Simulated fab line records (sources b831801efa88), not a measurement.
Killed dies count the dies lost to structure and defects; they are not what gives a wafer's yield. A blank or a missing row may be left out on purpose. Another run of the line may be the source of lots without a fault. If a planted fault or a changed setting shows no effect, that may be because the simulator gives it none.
fab line records	flow gf180mcu
[record] lots = 6	wafers = 18	lastDay = 34
route steps=602 shown M3@410
lots untouched by any fault: they come from a run of this same line in which no faults occurred
startH: start of the lot's first displayed wafer, in hours after the record's first day	waitH: hours since the lot's step before	" identical to the entry in the row above	L1.1+2: one row covering several wafers at once	- no value, or no start given	* or withheld: withheld	< > ~ a bound
route shown NAME@n: a module of which the file shows steps, and the number in the route of the first	usual: mean/standard deviation taken from wafers without a fault	same: alike in all rows	chamber/n: place in a boat	sites: the reading at each site	_std_site: their standard deviation	_edge_site: the outer-site mean with the inner-site mean subtracted	radiusMm: how far each site lies from the wafer's centre	mask NAME#n: copy n	behind: the tool/chamber that last shaped the wafer	hold: reason for holding the lot/hours on hold/outcome of the hold	device: transistor that didn't switch, given as n, p or np	end of line: the tests these same wafers got at the end of their route	a step without rows: its recipe alone	killed: at the first sort, the dies lost to defects and structure; wafer yield is something else	map: a wafer's dies, marking killed ones x, the rest . and places with no die _
set.NAME: the setting that was run; set.NAME@STEP: the one run at that earlier step	model.NAME: the simulator's own value behind a step, which no gauge read
lots at some steps of the route; a table a step, a row a wafer
services: a tool's chamber out of use, with start hour (startH, from the record's first day; less than 0 if before it), hours out, and reason
[[steps]]
[step GF_M3_SPUTTER_01]
[recipe] material = TiN	targetThkNm = 30	powerW = 6500	timeS = 25	chamberPressurePa = 0.4
[usual] throttleValvePct = 29.9/1.1
lot.wafer	tool	chamber	startH	waitH	throttleValvePct
L581.3	pvdSputter-02	-	466.76	0.1	29.8
L581.4	"	-	"	"	31.0
L581.5	"	-	"	"	29.7
L584.4	pvdSputter-01	-	496.48	0.1	28.8
L584.5	"	-	"	"	31.9
L584.6	"	-	"	"	31.5
L591.1	pvdSputter-02	-	557.80	0.1	29.7
L591.2	"	-	"	"	29.6
L591.4	"	-	"	"	30.4
L592.2	pvdSputter-03	-	561.14	0.1	27.7
L592.3	"	-	"	"	29.7
L592.5	"	-	"	"	28.0
L602.4	pvdSputter-02	-	642.45	0.1	30.3
L602.5	"	-	"	"	29.6
L602.6	"	-	"	"	31.2
L603.1	pvdSputter-02	-	653.06	0.1	30.1
L603.3	"	-	"	"	31.1
L603.6	"	-	"	"	29.8
[step GF_M3_SPUTTER_02]
[recipe] material = AlCu	targetThkNm = 450	powerW = 10600	timeS = 23.9	chamberPressurePa = 0.4
[usual] throttleValvePct = 29.9/1.1
lot.wafer	tool	chamber	startH	waitH	throttleValvePct
L581.3	pvdSputter-02	-	466.79	0.0	29.6
L581.4	"	-	"	"	31.0
L581.5	"	-	"	"	29.6
L584.4	pvdSputter-01	-	496.51	0.0	28.9
L584.5	"	-	"	"	31.6
L584.6	"	-	"	"	31.3
L591.1	pvdSputter-02	-	557.83	0.0	29.7
L591.2	"	-	"	"	29.5
L591.4	"	-	"	"	30.4
L592.2	pvdSputter-03	-	561.17	0.0	27.9
L592.3	"	-	"	"	29.9
L592.5	"	-	"	"	27.8
L602.4	pvdSputter-02	-	642.48	0.0	30.3
L602.5	"	-	"	"	29.8
L602.6	"	-	"	"	31.1
L603.1	pvdSputter-02	-	653.09	0.0	30.1
L603.3	"	-	"	"	31.1
L603.6	"	-	"	"	29.2
[step GF_M3_SPUTTER_03]
[recipe] material = Ti	targetThkNm = 10	substrateTempC = 300	chamberPressurePa = 0.3	powerW = 3000	timeS = 6.7
[usual] throttleValvePct = 29.9/1.1
lot.wafer	tool	chamber	startH	waitH	throttleValvePct
L581.3	pvdSputter-02	-	466.82	0.0	29.6
L581.4	"	-	"	"	30.8
L581.5	"	-	"	"	29.7
L584.4	pvdSputter-01	-	496.54	0.0	28.7
L584.5	"	-	"	"	31.5
L584.6	"	-	"	"	31.4
L591.1	pvdSputter-02	-	557.86	0.0	29.5
L591.2	"	-	"	"	29.4
L591.4	"	-	"	"	30.3
L592.2	pvdSputter-03	-	561.20	0.0	27.8
L592.3	"	-	"	"	29.6
L592.5	"	-	"	"	27.9
L602.4	pvdSputter-02	-	642.51	0.0	30.3
L602.5	"	-	"	"	29.8
L602.6	"	-	"	"	31.2
L603.1	pvdSputter-02	-	653.12	0.0	30.6
L603.3	"	-	"	"	31.2
L603.6	"	-	"	"	29.8
[step GF_M3_SPUTTER_04]
[recipe] material = TiN	targetThkNm = 50	powerW = 6500	timeS = 41.7	chamberPressurePa = 0.4
[usual] throttleValvePct = 29.9/1.1
lot.wafer	tool	chamber	startH	waitH	throttleValvePct
L581.3	pvdSputter-02	-	466.84	0.0	30.1
L581.4	"	-	"	"	31.0
L581.5	"	-	"	"	30.0
L584.4	pvdSputter-01	-	496.56	0.0	28.8
L584.5	"	-	"	"	31.8
L584.6	"	-	"	"	31.3
L591.1	pvdSputter-02	-	557.88	0.0	29.5
L591.2	"	-	"	"	29.9
L591.4	"	-	"	"	30.3
L592.2	pvdSputter-03	-	561.22	0.0	28.0
L592.3	"	-	"	"	29.7
L592.5	"	-	"	"	28.0
L602.4	pvdSputter-02	-	642.53	0.0	30.2
L602.5	"	-	"	"	29.8
L602.6	"	-	"	"	30.7
L603.1	pvdSputter-02	-	653.14	0.0	30.4
L603.3	"	-	"	"	30.7
L603.6	"	-	"	"	29.7
[step GF_M3_RS_MEAS_05]
[recipe] thkMeasGauge = four-point-probe	reads = TiN_of_M3_SPUTTER_04+Ti_of_M3_SPUTTER_03+AlCu_of_M3_SPUTTER_02+TiN_of_M3_SPUTTER_01+Ti_of_M3_SPUTTER_00
[usual] M3_ALCU_RS = 0.0692/0.00082
lot.wafer	tool	chamber	startH	waitH	M3_ALCU_RS[ohm/sq]
L581.3	filmMetro-01	-	466.92	0.1	0.0699
L581.4	"	-	"	"	0.0700
L581.5	"	-	"	"	0.0691
L584.4	filmMetro-04	-	496.66	0.1	0.0694
L584.5	"	-	"	"	0.0688
L584.6	"	-	"	"	0.0687
L591.1	filmMetro-01	-	557.92	0.0	0.0690
L591.2	"	-	"	"	0.0698
L591.4	"	-	"	"	0.0691
L592.2	filmMetro-04	-	561.28	0.0	0.0678
L592.3	"	-	"	"	0.0687
L592.5	"	-	"	"	0.0679
L602.4	filmMetro-04	-	642.63	0.1	0.0686
L602.5	"	-	"	"	0.0690
L602.6	"	-	"	"	0.0699
L603.1	filmMetro-02	-	653.18	0.0	0.0696
L603.3	"	-	"	"	0.0712
L603.6	"	-	"	"	0.0692
[step GF_M3_THK_MEAS_06]
[recipe] thkMeasGauge = xrf	reads = AlCu_of_M3_SPUTTER_02
[usual] M3_ALCU_THK = 453/6.1
lot.wafer	tool	chamber	startH	waitH	M3_ALCU_THK[nm]
L581.3	filmMetro-01	-	467.02	0.1	452
L581.4	"	-	"	"	451
L581.5	"	-	"	"	457
L584.4	filmMetro-04	-	496.75	0.1	455
L584.5	"	-	"	"	458
L584.6	"	-	"	"	456
L591.1	filmMetro-01	-	558.04	0.1	457
L591.2	"	-	"	"	455
L591.4	"	-	"	"	457
L592.2	filmMetro-04	-	561.39	0.1	460
L592.3	"	-	"	"	456
L592.5	"	-	"	"	458
L602.4	filmMetro-04	-	642.72	0.1	457
L602.5	"	-	"	"	451
L602.6	"	-	"	"	444
L603.1	filmMetro-02	-	653.30	0.1	455
L603.3	"	-	"	"	443
L603.6	"	-	"	"	452
[step GF_M3_DEHYDRATE_07]
[recipe] tempC = 200	timeS = 60
[step GF_M3_HMDS_08]
[recipe] primeTimeS = 60	primeTempC = 120
[step GF_M3_COAT_09]
[recipe] resist = KrF	spinRpm = withheld	resistThkNm = 1000
[step GF_M3_SOFTBAKE_10]
[recipe] tempC = 130	timeS = 60	resist = KrF
[step GF_M3_EXPOSE_11]
[recipe] maskId = Metal3	targetCdNm = 280	na = 0.68	sourceShape = conventional	sigmaOuter = 0.6	doseMj = 28
[step GF_M3_PEB_12]
[recipe] pebTempC = 135	pebTimeS = 90	resist = KrF
[step GF_M3_DEVELOP_13]
[recipe] developTimeS = 60	devTempC = 21
[usual] chillPlateTempC = 23.01/0.12	developTimeS = 60/0
lot.wafer	tool	chamber	startH	waitH	chillPlateTempC	developTimeS	model.KrF_of_M3_COAT_09.thkNm
L581.3	lithoTrack-02	0	490.18	0.1	22.87	60	984.3
L581.4	"	0	"	"	22.78	60	984.8
L581.5	"	0	"	"	22.82	60	981
L584.4	lithoTrack-04	0	519.45	0.1	23.11	60	985.5
L584.5	"	0	"	"	22.95	60	985.6
L584.6	"	0	"	"	23.13	60	984.5
L591.1	lithoTrack-02	-	579.93	0.2	-	-	999.3
L591.2	"	-	"	"	-	-	1001
L591.4	"	-	"	"	-	-	998.9
L592.2	lithoTrack-02	-	583.05	0.2	-	-	1000
L592.3	"	-	"	"	-	-	1001
L592.5	"	-	"	"	-	-	999
L602.4	lithoTrack-04	0	661.20	0.1	22.86	60	985.8
L602.5	"	0	"	"	23.06	60	980
L602.6	"	0	"	"	22.80	60	985.8
L603.1	lithoTrack-04	0	671.63	0.2	22.94	60	981.6
L603.3	"	0	"	"	23.07	60	986.5
L603.6	"	0	"	"	22.98	60	984.3
[step GF_M3_CD_MEAS_14]
[recipe] targetCdNm = 280
[usual] cdNm = 279.3/1.2
lot.wafer	tool	chamber	startH	waitH	cdNm
L581.3	cdSem-02	-	490.32	0.1	278.7
L581.4	"	-	"	"	279.6
L581.5	"	-	"	"	279.1
L584.4	cdSem-02	-	519.59	0.1	279.0
L584.5	"	-	"	"	279.0
L584.6	"	-	"	"	279.4
L591.1	cdSem-01	-	580.08	0.1	-
L591.2	"	-	"	"	-
L591.4	"	-	"	"	-
L592.2	cdSem-01	-	583.20	0.1	-
L592.3	"	-	"	"	-
L592.5	"	-	"	"	-
L602.4	cdSem-01	-	661.34	0.1	278.6
L602.5	"	-	"	"	279.0
L602.6	"	-	"	"	279.5
L603.1	cdSem-02	-	671.78	0.1	280.2
L603.3	"	-	"	"	280.8
L603.6	"	-	"	"	280.2
[[services]]
tool	chamber	startH	hours	kind
pvdSputter-03	-	475.51	18.6	repair
pvdSputter-01	1	516.42	-	consumableReplace:kit
pvdSputter-01	1	516.42	18.0	scheduledDown
pvdSputter-01	1	516.42	18.0	ventCycle
pvdSputter-02	2	551.51	-	consumableReplace:kit
pvdSputter-02	2	551.51	18.0	scheduledDown
pvdSputter-02	2	551.51	18.0	ventCycle
pvdSputter-02	-	554.99	1.7	repair
pvdSputter-01	-	563.03	2.9	repair
pvdSputter-03	2	579.68	-	consumableReplace:kit
pvdSputter-03	2	579.68	18.0	scheduledDown
pvdSputter-03	2	579.68	18.0	ventCycle
pvdSputter-01	-	618.58	1.8	repair
pvdSputter-02	-	620.00	19.6	repair
pvdSputter-01	0	641.43	-	consumableReplace:kit
pvdSputter-01	0	641.43	18.0	scheduledDown
pvdSputter-01	0	641.43	18.0	ventCycle
pvdSputter-03	-	656.51	26.9	repair
pvdSputter-03	-	663.83	29.1	repair
[[key]]
[firstSign] step = GF_M3_DEVELOP_13	reading = toolRecord	direction = missing
effect none on later readings
[modelEffect] step = GF_M3_DEVELOP_13	value = KrF_of_M3_COAT_09.thkNm	without = 984.9	struck = 999.8
metAt GF_M3_DEVELOP_13
struckWafers L591.1,L591.2,L591.4,L592.2,L592.3,L592.5
laterRowsLeftOut L591.1,L591.2,L591.4,L592.2,L592.3,L592.5
sortLeftOut L591.1,L591.2,L591.4,L592.2,L592.3,L592.5
onsetBetween 490.18 579.93
[fault] kind = skippedStepWhole	tool = lithoTrack-02	chamber = -	onsetH = 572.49	steps = GF_M3_DEVELOP_13	scope = struckLotsOnly
// sortLeftOut: the simulated sort isn't trusted on such a fault, so these wafers' sort isn't shown, and their yield isn't known
// laterRowsLeftOut: the simulator's readings of these wafers behind a module that went badly wrong aren't trusted and aren't shown, but for the sort
